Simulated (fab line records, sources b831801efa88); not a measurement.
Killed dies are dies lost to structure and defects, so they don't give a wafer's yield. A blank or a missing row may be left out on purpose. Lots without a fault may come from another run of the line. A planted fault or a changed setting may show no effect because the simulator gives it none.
Which tool did it? | flow gf180mcu | 12 lots, 36 wafers sampled, at 4 steps of a route of 602

WHAT THE GAUGES READ, wafer by wafer
GF_MIM_RS_MEAS_10: measures by four-point-probe.
lot  | measured     | on            | MIM_ALCU_RS (ohm/sq)
L755 | day 24 09:58 | film_metro-02 | 0.1596 0.1591 0.1620
L757 | day 25 05:46 | film_metro-03 | 0.1597 0.1619 0.1606
L760 | day 26 19:22 | film_metro-01 | 0.1605 0.1605 0.1604
L761 | day 26 20:23 | film_metro-03 | 0.1633 0.1608 0.1630
L762 | day 27 00:22 | film_metro-02 | 0.1603 0.1596 0.1624
L763 | day 27 15:49 | film_metro-02 | 0.1603 0.1592 0.1593
L766 | day 28 07:09 | film_metro-02 | 0.1590 0.1592 0.1590
L768 | day 28 23:45 | film_metro-02 | 0.1608 0.1613 0.1626
L769 | day 29 01:16 | film_metro-03 | 0.1579 0.1586 0.1586
L776 | day 30 22:49 | film_metro-01 | 0.1585 0.1590 0.1599
L777 | day 31 05:04 | film_metro-01 | 0.1616 0.1615 0.1614
L778 | day 31 19:54 | film_metro-01 | 0.1593 0.1587 0.1599

WHICH TOOL RAN EACH LOT (tool, then ch and the chambers of the sampled wafers, then the start)
lot  | GF_V4_ETCH_16                      | GF_V4_ETCH_17                                 | GF_MIM_SPUTTER_03
L755 | rie_diel-04 ch 2,3, day 24 08:08   | rie_diel-04 ch 2,3, day 24 09:42 or earlier   | pvd_sputter-03, day 24 09:42
L757 | rie_diel-04 ch 0,1, day 25 03:50   | rie_diel-04 ch 0,1, day 25 05:28 or earlier   | pvd_sputter-04, day 25 05:28
L760 | rie_diel-03 ch 0,1,3, day 26 17:35 | rie_diel-03 ch 0,1,3, day 26 19:07 or earlier | pvd_sputter-03, day 26 19:07
L761 | rie_diel-04 ch 0,1,3, day 26 18:34 | rie_diel-04 ch 0,1,3, day 26 20:07 or earlier | pvd_sputter-03, day 26 20:07
L762 | rie_diel-03 ch 0,1, day 26 22:32   | rie_diel-03 ch 0,1, day 27 00:05 or earlier   | pvd_sputter-04, day 27 00:05
L763 | rie_diel-04 ch 2,3, day 27 13:58   | rie_diel-04 ch 2,3, day 27 15:32 or earlier   | pvd_sputter-03, day 27 15:32
L766 | rie_diel-03 ch 0,2,3, day 28 05:23 | rie_diel-03 ch 0,2,3, day 28 06:53 or earlier | pvd_sputter-03, day 28 06:53
L768 | rie_diel-02 ch 1,2,3, day 28 21:56 | rie_diel-02 ch 1,2,3, day 28 23:28 or earlier | pvd_sputter-04, day 28 23:28
L769 | rie_diel-03 ch 1,2,3, day 28 23:29 | rie_diel-03 ch 1,2,3, day 29 01:01 or earlier | pvd_sputter-04, day 29 01:01
L776 | rie_diel-04 ch 1,2, day 30 20:58   | rie_diel-04 ch 1,2, day 30 22:34 or earlier   | pvd_sputter-04, day 30 22:34
L777 | rie_diel-04 ch 1,2, day 31 03:05   | rie_diel-04 ch 1,2, day 31 04:47 or earlier   | pvd_sputter-02, day 31 04:47
L778 | rie_diel-03 ch 0,2,3, day 31 18:05 | rie_diel-03 ch 0,2,3, day 31 19:37 or earlier | pvd_sputter-02, day 31 19:37
- GF_V4_ETCH_16: etches BARC in N2/H2.
- GF_V4_ETCH_17: etches SiO2 in C4F8/O2/Ar, stops on TiN, target depth 630 nm.
- GF_MIM_SPUTTER_03: material Ti, target thk 10 nm, time 6.7 s.

WHAT THE TOOLS THEMSELVES READ (means of the sampled wafers that have a number; where no wafer has one, the mark that the record gives instead)
GF_V4_ETCH_16.
lot  | tool        | drypump_motor_current_A (A) | oes_product_au (a.u.) | throttle_valve_pct (%)
L755 | rie_diel-04 | 4.9                         | 0.856                 | 13.227
L757 | rie_diel-04 | 6.0                         | 0.852                 | 13.223
L760 | rie_diel-03 | 5.6                         | 0.859                 | 13.233
L761 | rie_diel-04 | 5.5                         | 0.859                 | 13.217
L762 | rie_diel-03 | 5.6                         | 0.855                 | 13.224
L763 | rie_diel-04 | 4.8                         | 0.858                 | 13.222
L766 | rie_diel-03 | 5.5                         | 0.856                 | 13.225
L768 | rie_diel-02 | 5.3                         | 0.852                 | 13.227
L769 | rie_diel-03 | 5.7                         | 0.851                 | 13.222
L776 | rie_diel-04 | 5.3                         | 0.851                 | 13.219
L777 | rie_diel-04 | 5.1                         | 0.852                 | 13.226
L778 | rie_diel-03 | 5.5                         | 0.852                 | 13.224

GF_V4_ETCH_17.
lot  | tool        | oes_product_au (a.u.)
L755 | rie_diel-04 | 0.852
L757 | rie_diel-04 | 0.855
L760 | rie_diel-03 | 0.857
L761 | rie_diel-04 | 0.857
L762 | rie_diel-03 | 0.860
L763 | rie_diel-04 | 0.857
L766 | rie_diel-03 | 0.860
L768 | rie_diel-02 | 0.858
L769 | rie_diel-03 | 0.852
L776 | rie_diel-04 | 0.855
L777 | rie_diel-04 | 0.855
L778 | rie_diel-03 | 0.856

GF_MIM_SPUTTER_03.
lot  | tool           | cathode_dc_power_W (W) | chamber_pressure_pa (Pa) | throttle_valve_pct (%)
L755 | pvd_sputter-03 | 3000.1                 | 0.3005                   | 29.5
L757 | pvd_sputter-04 | 2999.7                 | 0.3000                   | 29.8
L760 | pvd_sputter-03 | 2999.5                 | 0.3000                   | 29.1
L761 | pvd_sputter-03 | 2999.4                 | 0.2998                   | 29.2
L762 | pvd_sputter-04 | 3000.3                 | 0.2997                   | 30.1
L763 | pvd_sputter-03 | 3000.3                 | 0.2997                   | 28.9
L766 | pvd_sputter-03 | 2999.7                 | 0.2998                   | 28.2
L768 | pvd_sputter-04 | -                      | -                        | -
L769 | pvd_sputter-04 | -                      | -                        | -
L776 | pvd_sputter-04 | 2999.8                 | 0.3001                   | 29.6
L777 | pvd_sputter-02 | 3000.4                 | 0.2998                   | 28.7
L778 | pvd_sputter-02 | 3000.8                 | 0.3000                   | 29.4

THE ANSWER, worked out from the rows above alone
Rule: what is usual is taken from the lots themselves. Put in order of their means at a reading, lots are off if they are a third of the lots or fewer, leave a main group of 4 or more, and stand apart from it by a gap of 3 or more times the standard deviation of the main group's means; of several such gaps the widest counts. A main group whose means are all the same, to the digits that the tables above print for the reading, isn't used. A lot without any number at a reading at which 4 lots or more have one is off too. The other lots that the step has rows for count as sound. The gauges are gone through in route order, then the tools' own readings, and for those a lot's mean is taken as printed above. The first step at which some lot is off is used, and at that step the reading that is off furthest; a lot without a number counts as furthest.
Off: L768, L769, at GF_MIM_SPUTTER_03 (cathode_dc_power_W). Without a number there: L768, L769. The main group: mean 3000.0 W, standard deviation 0.43.
A tool fits if, at that step or a process step before it, it ran every lot that is off, and no sound lot after the first of them. GF_V4_ETCH_17 gives no start for some lots, so the hours and the order of its lots are those of GF_MIM_SPUTTER_03. None of those tried fits.

WHAT THE SIMULATOR HAD PUT IN
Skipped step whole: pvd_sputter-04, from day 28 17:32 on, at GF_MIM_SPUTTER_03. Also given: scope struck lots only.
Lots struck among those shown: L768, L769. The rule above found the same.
